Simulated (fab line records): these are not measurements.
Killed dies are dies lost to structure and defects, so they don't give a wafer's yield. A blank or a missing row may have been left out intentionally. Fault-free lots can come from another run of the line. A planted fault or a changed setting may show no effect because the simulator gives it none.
Which of the tools did it? -- flow gf180mcu -- 12 lots with 36 wafers sampled at 5 steps, on a route of 602 steps

## WHAT THE GAUGES READ, wafer by wafer
GF_LVPWELL_TW_MEAS_11.
lot,measured,on,LVPWELL_TW
L214,day 4 09:17,film-metro-01,562 563 565
L215,day 4 12:58,film-metro-02,671 667 667
L216,day 4 18:00,film-metro-02,555 560 558
L220,day 5 17:35,film-metro-01,674 677 677
L222,day 6 10:29,film-metro-01,677 680 678
L223,day 6 12:26,film-metro-01,564 570 563
L224,day 6 15:51,film-metro-02,559 561 559
L227,day 7 18:57,film-metro-04,558 559 562
L229,day 7 23:41,film-metro-04,560 558 559
L230,day 8 00:24,film-metro-04,561 560 562
L233,day 8 20:59,film-metro-02,561 561 562
L235,day 9 06:29,film-metro-04,566 563 565

GF_MVPSD_OVL_MEAS_07.
lot,measured,on,MVPSD_OVL (nm)
L214,day 5 13:17,overlay-02,-0.4 -0.8 2.2
L215,day 5 18:58,overlay-02,-1.5 -1.1 -1.6
L216,day 5 22:50,overlay-01,-2.1 -1.1 0.4
L220,day 6 22:36,overlay-01,-1.4 -1.7 -1.6
L222,day 7 17:38,overlay-01,-1.4 -2.0 -1.9
L223,day 7 21:02,overlay-02,-0.9 -1.2 -1.9
L224,day 7 22:34,overlay-02,2.2 0.9 1.8
L227,day 9 03:47,overlay-02,-0.1 1.0 0.8
L229,day 9 09:22,overlay-02,0.0 0.9 1.5
L230,day 9 09:48,overlay-01,0.9 1.3 2.4
L233,day 10 08:29,overlay-02,0.8 0.6 1.1
L235,day 10 19:01,overlay-02,0.6 0.1 0.2

GF_VT_IMPLANT_OVL_MEAS_07.
lot,measured,on,VT_IMPLANT_OVL (nm)
L214,day 6 03:58,overlay-01,0.3 -0.2 0.0
L215,day 6 10:16,overlay-02,0.3 0.8 -0.1
L216,day 6 13:04,overlay-02,-0.5 1.1 -0.1
L220,day 7 14:13,overlay-01,-0.3 0.2 -1.3
L222,day 8 09:45,overlay-02,-1.2 0.1 -2.7
L223,day 8 13:13,overlay-02,-0.6 -0.7 -0.9
L224,day 8 15:00,overlay-02,-0.3 0.3 -0.3
L227,day 9 21:19,overlay-01,0.0 -0.5 -1.5
L229,day 10 02:35,overlay-01,2.4 1.3 1.8
L230,day 10 04:35,overlay-02,-3.6 -1.4 -1.2
L233,day 11 02:52,overlay-01,0.5 1.4 -0.1
L235,day 11 14:25,overlay-02,1.2 2.1 1.8

GF_VT_IMPLANT_RS_MEAS_48: a four-point-probe measurement.
lot,measured,on,LVPWELL_RS (ohm/sq)
L214,day 8 05:08,film-metro-01,1191 1192 1189
L215,day 8 10:48,film-metro-01,839 839 841
L216,day 8 14:14,film-metro-02,1199 1201 1200
L220,day 9 16:31,film-metro-02,842 843 843
L222,day 10 14:31,film-metro-04,842 839 842
L223,day 10 20:04,film-metro-04,1199 1196 1200
L224,day 10 21:23,film-metro-02,1196 1199 1199
L227,day 12 07:27,film-metro-01,1194 1196 1194
L229,day 12 12:41,film-metro-02,1193 1195 1198
L230,day 12 13:20,film-metro-01,1189 1189 1192
L233,day 13 14:34,film-metro-02,1200 1199 1198
L235,day 14 03:21,film-metro-01,1195 1196 1197

## WHAT TOOL EACH LOT RAN ON (gives the tool, then ch and the chambers of the sampled wafers, and finally the start)
lot,GF_LVPWELL_IMPLANT_08
L214,"implanter-03 ch 0, day 4 08:53"
L215,"implanter-03 ch 0, day 4 12:09"
L216,"implanter-04 ch 0, day 4 17:36"
L220,"implanter-04 ch 0, day 5 16:50"
L222,"implanter-03 ch 0, day 6 09:47"
L223,"implanter-04 ch 0, day 6 12:03"
L224,"implanter-03 ch 0, day 6 15:27"
L227,"implanter-01 ch 0, day 7 18:33"
L229,"implanter-04 ch 0, day 7 23:18"
L230,"implanter-01 ch 0, day 8 00:02"
L233,"implanter-03 ch 0, day 8 20:35"
L235,"implanter-04 ch 0, day 9 06:05"
- GF_LVPWELL_IMPLANT_08

## AS READ BY THE TOOLS THEMSELVES (means over the sampled wafers that have a number; for cases with no such wafer, the mark the record gives instead)
GF_LVPWELL_IMPLANT_08.
lot,tool,faraday-current-uA
L214,implanter-03,84.9
L215,implanter-03,83.9
L216,implanter-04,84.5
L220,implanter-04,84.5
L222,implanter-03,84.0
L223,implanter-04,84.5
L224,implanter-03,83.4
L227,implanter-01,84.3
L229,implanter-04,83.9
L230,implanter-01,85.7
L233,implanter-03,84.7
L235,implanter-04,84.3

## THE ANSWER, worked out from the rows above alone
Rule: the usual values come from the lots themselves. Put in order of their means at a reading, lots are off if they are a third of the lots or fewer, leave a main group of 4 or more, and stand apart from it by a gap of 3 or more times the standard deviation of the main group's means; of several such gaps the widest counts. The tables above print the reading to a certain number of digits; a main group whose means all agree to those digits is not used. A lot without any number at a reading at which 4 lots or more have one is off too. All remaining lots with rows at the step are treated as sound. After the gauges, taken in route order, come the tools' own readings; for these a lot's mean is taken, as printed above. The first step at which some lot is off is used, and at that step the reading that is off furthest; a lot without a number counts as furthest.
Off: L215, L220, L222, at GF_LVPWELL_TW_MEAS_11 (LVPWELL_TW). The main group: mean 561, standard deviation 2.5.
A tool fits if, at a process step before that reading, it ran every lot that is off, and no sound lot after the first of them. The gauges at GF_LVPWELL_TW_MEAS_11 are tried like those tools. Of those tried, none fits.

## WHAT THE SIMULATOR PUT IN
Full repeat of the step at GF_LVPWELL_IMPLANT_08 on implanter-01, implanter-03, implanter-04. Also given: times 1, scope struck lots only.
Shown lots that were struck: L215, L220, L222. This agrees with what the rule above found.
